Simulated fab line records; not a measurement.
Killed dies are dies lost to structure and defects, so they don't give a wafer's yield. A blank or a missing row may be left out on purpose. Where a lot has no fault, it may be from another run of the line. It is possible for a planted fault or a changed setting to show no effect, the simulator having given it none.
Problem report in the 8D (eight disciplines) form, filled by code | flow sky130 | the parts of the form that need people (team, actions taken, sign-off) are left out

1. THE ISSUE
Across 6 wafers from 2 lots, SD_N_RS at SKY_SD_N_RS_MEAS_16 averages 70.64 ohm/sq, while fault-free wafers read 68.57 ohm/sq with a standard deviation of 0.12. That is +17 standard deviations from the usual mean.
The step: measures by four-point-probe.
The first sign was on wafer L860.1 at day 31 19:42, on film metro-03. Wafers with a number at this step in the record: 36, from 12 lots. By rule, "out" or "out of limits" means more than 4 standard deviations away from the usual mean. The rest of the wafers with a number are treated as sound.

2. WHAT IT IS, AND WHAT IT ISN'T
question                    | is                           | is not
which readings at this step | SD_N_RS                      | -
which lots                  | L860, L862                   | L850, L851, L853, L854, L856, L863, L867, L869, L872, L873
which wafers of those lots  | all that have a number       | -
read on which gauges        | film metro-02, film metro-03 | film metro-01
when                        | from day 31 19:42            | up to then (15 sound wafers); but 15 sound wafers of L863, L867, L869, L872, L873 came after

3. SUSPECTS, AND WHAT RULES EACH OUT
Counting: any tool at a process step up to the reading is kept as a suspect provided that every lot that is out went through it and no sound lot did after the first of them.
- the gauge at SKY_SD_N_RS_MEAS_16 is ruled out. Those wafers that are out were read across 2 gauges (film metro-02, film metro-03).
- rtp anneal-02 at SKY_SD_N_RTA_14 (time 2 s): kept. All lots that are out passed through it, beginning with L860 at day 31 19:32, and no sound lot followed; its final sound lot before that point was L854 at day 30 09:41. Its own readings are out on those wafers: lamp power pct.
Left after counting: rtp anneal-02 at SKY_SD_N_RTA_14.

4. THE CAUSE (what the simulator had put in)
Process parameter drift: rtp anneal-02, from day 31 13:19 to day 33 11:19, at SKY_SD_N_RTA_14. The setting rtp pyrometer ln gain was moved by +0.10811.
Counting left only this tool.

5. THE EFFECT CHAIN, in route order
One row per reading whose mean, taken over the struck wafers that have a number, lies over 3 standard deviations from the usual. Only readings for which the record gives a usual standard deviation are gone through. hours: the time from each lot's start at the first step in this table that gives one to its start at this step, as a median over the lots. sigmas: the change in usual standard deviations.
hours | step                | reading        | usual        | on struck wafers | change | sigmas
0     | SKY_SD_N_RTA_14     | lamp power pct | 15.74 %      | 15.30            | -0.44  | -8.5
0     | SKY_SD_N_RS_MEAS_16 | SD_N_RS        | 68.57 ohm/sq | 70.64            | +2.07  | +17
0     | SKY_SD_N_RS_MEAS_17 | SD_P_RS        | 147.2 ohm/sq | 158.3            | +11.2  | +27
Its process steps:
- SKY_SD_N_RTA_14: time 2 s.

6. HOW IT WOULD HAVE BEEN CAUGHT EARLIER
The first out-of-limits reading at a measuring or inspecting step in this record came at day 31 19:42, 6 hours after the fault's start at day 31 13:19.
Tool's own readings at SKY_SD_N_RTA_14, lamp power pct: out on all struck wafers the step has rows for; an alarm limit on them would have tripped on the first.
Of the lots that are out (2), L862 began SKY_SD_N_RTA_14 on rtp anneal-02 after day 31 19:42. A hold on the tool at that time would have spared it.
